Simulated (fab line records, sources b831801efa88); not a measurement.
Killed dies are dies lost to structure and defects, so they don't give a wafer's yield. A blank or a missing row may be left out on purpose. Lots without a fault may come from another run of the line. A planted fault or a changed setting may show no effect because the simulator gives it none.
Which tool did it? | flow gf180mcu | 13 lots, 39 wafers sampled, at 6 steps of a route of 602

WHAT THE GAUGES READ, wafer by wafer
GF_STI_THK_MEAS_22. Usual: STI_OXIDATION_01_THK 15.6 nm, standard deviation 0.31.
lot  | measured    | on            | STI_OXIDATION_01_THK (nm) | flag
L119 | day 2 03:40 | film_metro-02 | 15.5 15.8 15.4            |
L121 | day 2 15:02 | film_metro-01 | 16.1 15.8 15.8            |
L122 | day 2 18:38 | film_metro-02 | 15.5 15.2 15.7            |
L123 | day 2 23:31 | film_metro-03 | 15.2 15.1 14.9            |
L124 | day 3 06:28 | film_metro-03 | 15.8 15.7 15.6            |
L125 | day 3 10:22 | film_metro-03 | 15.4 15.7 15.6            |
L129 | day 4 08:34 | film_metro-03 | 15.8 16.1 15.7            |
L132 | day 5 01:52 | film_metro-01 | 15.1 15.4 15.5            |
L133 | day 5 07:20 | film_metro-02 | 15.2 15.1 15.2            |
L135 | day 5 15:31 | film_metro-01 | 15.6 15.8 15.4            |
L136 | day 5 21:18 | film_metro-01 | 15.2 15.4 15.4            |
L137 | day 6 02:39 | film_metro-03 | 15.9 15.7 15.6            |
L139 | day 6 13:25 | film_metro-02 | 15.0 15.2 15.4            |

GF_NWELL_OVL_MEAS_07. Usual: NWELL_OVL 0.4 nm, standard deviation 1.4.
lot  | measured    | on         | NWELL_OVL (nm) | flag
L119 | day 3 06:55 | overlay-01 | 1.2 0.9 1.5    |
L121 | day 3 18:37 | overlay-02 | -1.3 1.7 1.4   |
L122 | day 3 22:51 | overlay-02 | -1.6 -1.0 -3.4 |
L123 | day 4 04:16 | overlay-02 | -2.1 -1.4 -1.2 |
L124 | day 4 11:22 | overlay-02 | 1.2 -0.9 -0.2  |
L125 | day 4 15:45 | overlay-01 | 1.9 1.3 1.3    |
L129 | day 5 15:18 | overlay-01 | 0.8 0.3 -0.4   |
L132 | day 6 13:11 | overlay-01 | -0.3 -0.4 0.0  |
L133 | day 6 15:54 | overlay-02 | -0.7 0.6 1.3   |
L135 | day 7 00:24 | overlay-02 | -1.6 -1.3 -0.6 |
L136 | day 7 05:58 | overlay-02 | 0.5 2.0 1.8    |
L137 | day 7 12:01 | overlay-02 | 0.4 -1.0 -0.3  |
L139 | day 8 01:18 | overlay-01 | 0.5 1.3 2.8    |

GF_LVPWELL_TW_MEAS_11. Usual: LVPWELL_TW 559, standard deviation 7.7.
lot  | measured    | on            | LVPWELL_TW  | flag
L119 | day 3 20:25 | film_metro-04 | 559 561 561 |
L121 | day 4 08:20 | film_metro-03 | 548 549 552 |
L122 | day 4 13:02 | film_metro-04 | 565 562 562 |
L123 | day 4 18:08 | film_metro-04 | 563 560 564 |
L124 | day 5 01:46 | film_metro-04 | 564 562 563 |
L125 | day 5 06:25 | film_metro-02 | 563 564 560 |
L129 | day 6 06:23 | film_metro-02 | 568 565 566 |
L132 | day 7 04:43 | film_metro-03 | 549 549 547 |
L133 | day 7 07:40 | film_metro-03 | 515 518 517 | OFF
L135 | day 7 16:53 | film_metro-03 | 515 519 520 | OFF
L136 | day 7 22:26 | film_metro-04 | 562 563 563 |
L137 | day 8 09:11 | film_metro-04 | 562 562 564 |
L139 | day 8 18:41 | film_metro-02 | 567 563 565 |

GF_MVPSD_OVL_MEAS_07. Usual: MVPSD_OVL 1.1 nm, standard deviation 1.3.
lot  | measured     | on         | MVPSD_OVL (nm) | flag
L119 | day 4 23:32  | overlay-02 | 1.6 1.2 0.9    |
L121 | day 5 12:11  | overlay-02 | 0.7 -0.1 0.7   |
L122 | day 5 16:31  | overlay-02 | -0.5 2.3 1.0   |
L123 | day 5 21:23  | overlay-01 | 2.1 4.0 2.6    |
L124 | day 6 06:03  | overlay-02 | 2.8 0.9 0.4    |
L125 | day 6 11:38  | overlay-01 | 1.1 1.9 2.1    |
L129 | day 7 12:59  | overlay-01 | 0.1 -0.3 -0.3  |
L132 | day 8 12:07  | overlay-02 | 0.0 2.8 0.8    |
L133 | day 8 15:47  | overlay-02 | -0.2 0.7 0.8   |
L135 | day 9 02:11  | overlay-02 | 2.4 0.7 1.8    |
L136 | day 9 07:27  | overlay-02 | 0.1 -1.7 -0.2  |
L137 | day 9 18:47  | overlay-02 | 1.4 0.1 -0.1   |
L139 | day 10 05:44 | overlay-01 | 0.4 1.8 1.6    |

GF_VT_IMPLANT_RS_MEAS_48: measures by four-point-probe. Usual: LVPWELL_RS 1196 ohm/sq, standard deviation 3.3.
lot  | measured     | on            | LVPWELL_RS (ohm/sq) | flag
L119 | day 7 10:41  | film_metro-03 | 1195 1195 1194      |
L121 | day 8 02:29  | film_metro-04 | 1196 1196 1196      |
L122 | day 8 06:32  | film_metro-03 | 1196 1197 1198      |
L123 | day 8 12:04  | film_metro-03 | 1192 1194 1193      |
L124 | day 8 22:41  | film_metro-02 | 1193 1198 1192      |
L125 | day 9 04:23  | film_metro-03 | 1194 1196 1197      |
L129 | day 10 09:44 | film_metro-03 | 1193 1195 1194      |
L132 | day 11 11:17 | film_metro-02 | 1194 1191 1193      |
L133 | day 11 16:29 | film_metro-02 | 1482 1483 1482      | OFF
L135 | day 12 04:38 | film_metro-02 | 1486 1491 1484      | OFF
L136 | day 12 10:05 | film_metro-04 | 1191 1192 1191      |
L137 | day 12 23:15 | film_metro-04 | 1198 1198 1199      |
L139 | day 13 10:53 | film_metro-04 | 1192 1192 1190      |

WHICH TOOL RAN EACH LOT (tool, then ch and the chambers of the sampled wafers, then the start)
lot  | GF_LVPWELL_IMPLANT_09
L119 | implanter-04 ch 0, day 3 20:12
L121 | implanter-02 ch 0, day 4 08:05
L122 | implanter-02 ch 0, day 4 12:47
L123 | implanter-04 ch 0, day 4 17:55
L124 | implanter-02 ch 0, day 5 01:31
L125 | implanter-02 ch 0, day 5 06:10
L129 | implanter-03 ch 0, day 6 06:10
L132 | implanter-03 ch 0, day 7 04:28
L133 | implanter-02 ch 0, day 7 07:25
L135 | implanter-02 ch 0, day 7 16:39
L136 | implanter-03 ch 0, day 7 22:13
L137 | implanter-04 ch 0, day 8 08:58
L139 | implanter-03 ch 0, day 8 18:26
- GF_LVPWELL_IMPLANT_09

WHAT THE TOOLS THEMSELVES READ (means of the sampled wafers that have a number; where no wafer has one, the mark that the record gives instead)
GF_LVPWELL_IMPLANT_09. Usual: dose_ions_cm2 5e+12, standard deviation 5.5e+09; faraday_current_uA 28.2, standard deviation 0.6.
lot  | tool         | dose_ions_cm2 | faraday_current_uA | flag
L119 | implanter-04 | 5e+12         | 27.2               |
L121 | implanter-02 | 5e+12         | 27.7               |
L122 | implanter-02 | 5e+12         | 28.0               |
L123 | implanter-04 | 5e+12         | 27.9               |
L124 | implanter-02 | 5e+12         | 28.3               |
L125 | implanter-02 | 5e+12         | 27.9               |
L129 | implanter-03 | 5e+12         | 28.5               |
L132 | implanter-03 | 5e+12         | 28.5               |
L133 | implanter-02 | 5e+11         | 2.8                | OFF
L135 | implanter-02 | 5e+11         | 2.8                | OFF
L136 | implanter-03 | 5e+12         | 28.3               |
L137 | implanter-04 | 5e+12         | 28.6               |
L139 | implanter-03 | 5e+12         | 28.6               |

THE ANSWER, worked out from the rows above alone
Rule: a lot is off if the mean of its wafers that have a number lies more than 3 standard deviations from the usual mean. A lot without any number at a reading at which 4 lots or more have one is off too. The other lots that the step has rows for count as sound. The gauges are gone through in route order, then the tools' own readings, and for those a lot's mean is taken as printed above. The first step at which some lot is off is used, and at that step the reading that is off furthest; a lot without a number counts as furthest.
Off: L133, L135, at GF_LVPWELL_TW_MEAS_11 (LVPWELL_TW).
A tool fits if, at a process step before that reading, it ran every lot that is off, and no sound lot after the first of them. The gauges at GF_LVPWELL_TW_MEAS_11 aren't tried: what is off there is off at GF_VT_IMPLANT_RS_MEAS_48 too, on other tools, and a gauge's error can't cause that. One fits: implanter-02 at GF_LVPWELL_IMPLANT_09. Its last sound lot is L125 (day 5 06:10), its first lot that is off L133 (day 7 07:25): a fault that began between those two fits.
The tool's own readings at GF_LVPWELL_IMPLANT_09 bear it out: on the lots that are off they differ by more than 5 times the standard deviation of the sound lots' means. dose_ions_cm2 reads 5e+11 there against 5e+12 on the sound lots; faraday_current_uA reads 2.8 there against 28.1 on the sound lots.

WHAT THE SIMULATOR HAD PUT IN
Process parameter drift: implanter-02, from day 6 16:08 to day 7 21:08, at GF_LVPWELL_IMPLANT_09. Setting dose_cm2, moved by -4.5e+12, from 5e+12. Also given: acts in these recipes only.
Lots struck among those shown: L133, L135. The rule above found the same.
